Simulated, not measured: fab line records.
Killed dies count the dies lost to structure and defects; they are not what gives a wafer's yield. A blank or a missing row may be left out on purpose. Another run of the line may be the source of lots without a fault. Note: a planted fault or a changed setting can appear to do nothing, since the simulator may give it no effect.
One fault through the eyes of 2 desks | flow sky130 | each desk holds nothing but its own numbers, with what lay behind them at the end

== THE TOOL OWNER'S DESK: lpcvd-01 ==
The tool's own readings at SKY_POLY_GATE_CVD_00 (deposits poly-Si, target thk 180 nm, time 720 s): means of the sampled wafers that have a number, for each lot that ran on this tool. If a lot's mean is further than 4 standard deviations from the usual mean, the lot is out of limits and carries the mark OUT (the distance appears in the brackets).
Columns: A = spike tc bottom C at SKY_POLY_GATE_CVD_00, usual 642.3 C; B = spike tc centre C at SKY_POLY_GATE_CVD_00, usual 621.6 C; C = spike tc lower C at SKY_POLY_GATE_CVD_00, usual 620.4 C; D = spike tc top C at SKY_POLY_GATE_CVD_00, usual 635 C; E = spike tc upper C at SKY_POLY_GATE_CVD_00, usual 618.9 C
lot  | first seen here | A                | B                | C                | D   | E
L635 | day 14 05:56    | 643.4            | 622.7            | 621.0            | 639 | 617.6
L636 | day 14 14:04    | 643.3            | 621.8            | 621.0            | 638 | 617.2
L638 | day 15 07:47    | 642.4            | 621.0            | 619.4            | 631 | 619.3
L639 | day 15 18:31    | 641.6            | 621.5            | 619.2            | 633 | 619.2
L642 | day 17 17:28    | 642.8            | 621.9            | 622.1            | 639 | 618.2
L646 | day 18 12:34    | 641.1            | 621.0            | 619.3            | 631 | 619.9
L647 | day 18 19:14    | 642.1            | 620.8            | 619.9            | 631 | 619.2
L648 | day 19 04:26    | 633.2 (-7.6) OUT | 612.2 (-8.5) OUT | 611.1 (-7.2) OUT | 622 | 611.9 (-5.9) OUT
L649 | day 19 11:55    | 634.0 (-6.9) OUT | 613.7 (-7.2) OUT | 612.7 (-5.9) OUT | 631 | 609.5 (-7.8) OUT
L650 | day 19 19:34    | 634.7 (-6.3) OUT | 613.2 (-7.7) OUT | 611.8 (-6.6) OUT | 631 | 609.8 (-7.6) OUT
Finding of this desk: L648, L649, L650 out of limits; the first was L648 at day 19 04:26, on spike tc bottom C at SKY_POLY_GATE_CVD_00. In limits: L635, L636, L638, L639, L642, L646, L647.

== FROM THE METROLOGY DESK ==
What the gauges read for every lot (on any tool): the sampled wafers with a number, averaged. If a lot's mean is further than 4 standard deviations from the usual mean, the lot is out of limits and carries the mark OUT (the distance appears in the brackets).
Columns: A = POLY_GATE_CVD_00_THK at SKY_POLY_GATE_THK_MEAS_01, usual 180.5 nm; B = METAL2_ALCU_RS at SKY_METAL2_RS_MEAS_05, usual 0.1262 ohm/sq; C = CAPM_OVL at SKY_CAPM_OVL_MEAS_12, usual -0.2 nm
lot  | first seen here | A               | B      | C
L635 | day 14 07:09    | 179.5           | 0.1258 | -0.3
L636 | day 14 15:16    | 181.9           | 0.1273 | -0.5
L638 | day 15 08:59    | 179.4           | 0.1262 | 1.3
L639 | day 15 19:43    | 180.0           | 0.1252 | -1.1
L642 | day 17 18:40    | 181.0           | 0.1241 | 0.1
L646 | day 18 13:47    | 180.2           | 0.1262 | 0.0
L647 | day 18 20:26    | 179.3           | 0.1251 | -1.2
L648 | day 19 05:40    | 149.7 (-22) OUT | 0.1251 | 0.5
L649 | day 19 13:07    | 150.9 (-21) OUT | 0.1249 | -1.1
L650 | day 19 20:46    | 145.7 (-25) OUT | 0.1263 | 1.4
This desk's finding: out of limits on L648, L649, L650; first on L648, day 19 05:40 (POLY_GATE_CVD_00_THK at SKY_POLY_GATE_THK_MEAS_01). In limits: L635, L636, L638, L639, L642, L646, L647.

== BROUGHT TOGETHER ==
At day 19 04:26, on L648, L649, L650, the tool owner's desk was in a position to raise an alarm.
At day 19 05:40 the metrology desk could have sounded an alarm, on L648, L649, L650.
Every lot named ran SKY_POLY_GATE_CVD_00 on lpcvd-01.

== WHAT THE SIMULATOR HAD INSERTED ==
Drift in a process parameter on lpcvd-01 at SKY_POLY_GATE_CVD_00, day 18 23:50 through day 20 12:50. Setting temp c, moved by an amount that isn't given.
Lots struck among those shown: L648, L649, L650.
Fault start to first reading out of limits, in hours, per desk: tool owner, 5; metrology, 6.
